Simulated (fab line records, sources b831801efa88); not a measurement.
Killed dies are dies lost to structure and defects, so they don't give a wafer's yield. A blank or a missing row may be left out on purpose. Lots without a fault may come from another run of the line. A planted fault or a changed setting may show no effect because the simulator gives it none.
Which tool did it? | flow sky130 | 14 lots, 42 wafers sampled, at 4 steps of a route of 708

WHAT THE GAUGES READ, wafer by wafer
SKY_SONOS_ONO_CD_MEAS_13: target cd 410 nm.
lot  | measured     | on        | cd_nm (nm)
L153 | day 13 16:57 | cd_sem-02 | 408.2 407.9 408.8
L154 | day 13 21:24 | cd_sem-02 | 405.8 407.8 405.0
L156 | day 14 02:51 | cd_sem-02 | 409.3 408.9 407.3
L159 | day 15 10:38 | cd_sem-01 | 409.6 408.9 410.4
L161 | day 15 19:56 | cd_sem-02 | 408.0 407.4 407.0
L162 | day 16 00:57 | cd_sem-01 | 409.4 410.5 412.4
L168 | day 18 01:52 | cd_sem-02 | 408.7 410.9 411.3
L169 | day 18 06:35 | cd_sem-02 | 409.1 407.6 412.0
L170 | day 18 17:42 | cd_sem-02 | 414.8 413.3 415.1
L171 | day 19 01:05 | cd_sem-01 | 408.0 407.5 406.6
L172 | day 19 23:16 | cd_sem-01 | 411.0 410.3 409.4
L173 | day 20 19:12 | cd_sem-02 | 410.0 409.6 410.2
L174 | day 21 01:25 | cd_sem-02 | 413.7 411.5 411.1
L175 | day 21 02:55 | cd_sem-02 | 411.1 410.0 411.7

SKY_LDD_P_TW_MEAS_11.
lot  | measured     | on            | LDD_P_TW
L153 | day 20 13:25 | film_metro-02 | 628 625 625
L154 | day 20 14:01 | film_metro-03 | 631 632 634
L156 | day 20 21:40 | film_metro-03 | 635 637 641
L159 | day 22 06:08 | film_metro-02 | 628 633 630
L161 | day 22 14:05 | film_metro-03 | 636 635 636
L162 | day 22 19:48 | film_metro-01 | 639 640 638
L168 | day 24 20:10 | film_metro-02 | 629 625 630
L169 | day 25 03:09 | film_metro-03 | 633 631 639
L170 | day 25 13:34 | film_metro-01 | 642 639 640
L171 | day 25 22:54 | film_metro-02 | 627 629 631
L172 | day 26 14:43 | film_metro-03 | 637 640 635
L173 | day 27 11:24 | film_metro-01 | 637 639 637
L174 | day 27 15:58 | film_metro-01 | 638 639 639
L175 | day 27 18:01 | film_metro-03 | 633 630 633

SKY_LDD_LDN_OVL_MEAS_07.
lot  | measured     | on         | LDD_LDN_OVL (nm)
L153 | day 24 09:03 | overlay-01 | 2.4 0.5 2.2
L154 | day 24 09:08 | overlay-02 | -0.5 -1.7 0.3
L156 | day 24 16:48 | overlay-01 | 0.9 0.8 1.8
L159 | day 26 00:06 | overlay-02 | -0.2 -1.1 -0.3
L161 | day 26 07:34 | overlay-02 | 1.7 2.7 1.1
L162 | day 26 11:26 | overlay-01 | 3.0 2.0 2.5
L168 | day 28 12:22 | overlay-02 | 1.7 2.1 -0.2
L169 | day 28 18:57 | overlay-02 | -1.4 -0.3 -0.9
L170 | day 29 03:06 | overlay-02 | 2.0 -1.3 2.4
L171 | day 29 12:23 | overlay-02 | -0.5 0.7 -0.5
L172 | day 30 03:08 | overlay-02 | 0.8 1.5 2.8
L173 | day 30 23:41 | overlay-01 | 3.1 3.5 4.6
L174 | day 31 02:52 | overlay-01 | -0.8 -0.4 -1.3
L175 | day 31 03:04 | overlay-02 | 0.5 -0.4 -1.1

WHICH TOOL RAN EACH LOT (tool, then ch and the chambers of the sampled wafers, then the start)
lot  | SKY_LDD_HVP_DEVELOP_06
L153 | litho_track-03 ch 0, day 23 02:15
L154 | litho_track-04 ch 0, day 23 02:26
L156 | litho_track-03 ch 0, day 23 10:33
L159 | litho_track-01 ch 0, day 24 17:59
L161 | litho_track-01, day 25 01:32
L162 | litho_track-04, day 25 06:29
L168 | litho_track-04 ch 0, day 27 07:19
L169 | litho_track-04 ch 0, day 27 13:38
L170 | litho_track-04 ch 0, day 27 23:11
L171 | litho_track-04 ch 0, day 28 08:26
L172 | litho_track-04 ch 0, day 28 23:25
L173 | litho_track-01 ch 0, day 29 20:11
L174 | litho_track-01 ch 0, day 29 23:31
L175 | litho_track-04 ch 0, day 30 00:55
- SKY_LDD_HVP_DEVELOP_06: develop time 60 s.

WHAT THE TOOLS THEMSELVES READ (means of the sampled wafers that have a number; where no wafer has one, the mark that the record gives instead)
SKY_LDD_HVP_DEVELOP_06.
lot  | tool           | chill_plate_temp_C (C) | resist_line_temp_C (C)
L153 | litho_track-03 | 23.09                  | 22.97
L154 | litho_track-04 | 23.01                  | 23.01
L156 | litho_track-03 | 22.96                  | 23.13
L159 | litho_track-01 | 23.11                  | 22.98
L161 | litho_track-01 | -                      | -
L162 | litho_track-04 | -                      | -
L168 | litho_track-04 | 23.07                  | 22.85
L169 | litho_track-04 | 22.93                  | 23.06
L170 | litho_track-04 | 22.94                  | 22.93
L171 | litho_track-04 | 23.02                  | 22.89
L172 | litho_track-04 | 22.92                  | 23.04
L173 | litho_track-01 | 23.10                  | 22.93
L174 | litho_track-01 | 22.96                  | 23.00
L175 | litho_track-04 | 23.02                  | 22.89

THE ANSWER, worked out from the rows above alone
Rule: what is usual is taken from the lots themselves. Put in order of their means at a reading, lots are off if they are a third of the lots or fewer, leave a main group of 4 or more, and stand apart from it by a gap of 3 or more times the standard deviation of the main group's means; of several such gaps the widest counts. A main group whose means are all the same, to the digits that the tables above print for the reading, isn't used. A lot without any number at a reading at which 4 lots or more have one is off too. The other lots that the step has rows for count as sound. The gauges are gone through in route order, then the tools' own readings, and for those a lot's mean is taken as printed above. The first step at which some lot is off is used, and at that step the reading that is off furthest; a lot without a number counts as furthest.
Off: L161, L162, at SKY_LDD_HVP_DEVELOP_06 (chill_plate_temp_C). Without a number there: L161, L162. The main group: mean 23.01 C, standard deviation 0.066.
A tool fits if, at that step or a process step before it, it ran every lot that is off, and no sound lot after the first of them. None of those tried fits.

WHAT THE SIMULATOR HAD PUT IN
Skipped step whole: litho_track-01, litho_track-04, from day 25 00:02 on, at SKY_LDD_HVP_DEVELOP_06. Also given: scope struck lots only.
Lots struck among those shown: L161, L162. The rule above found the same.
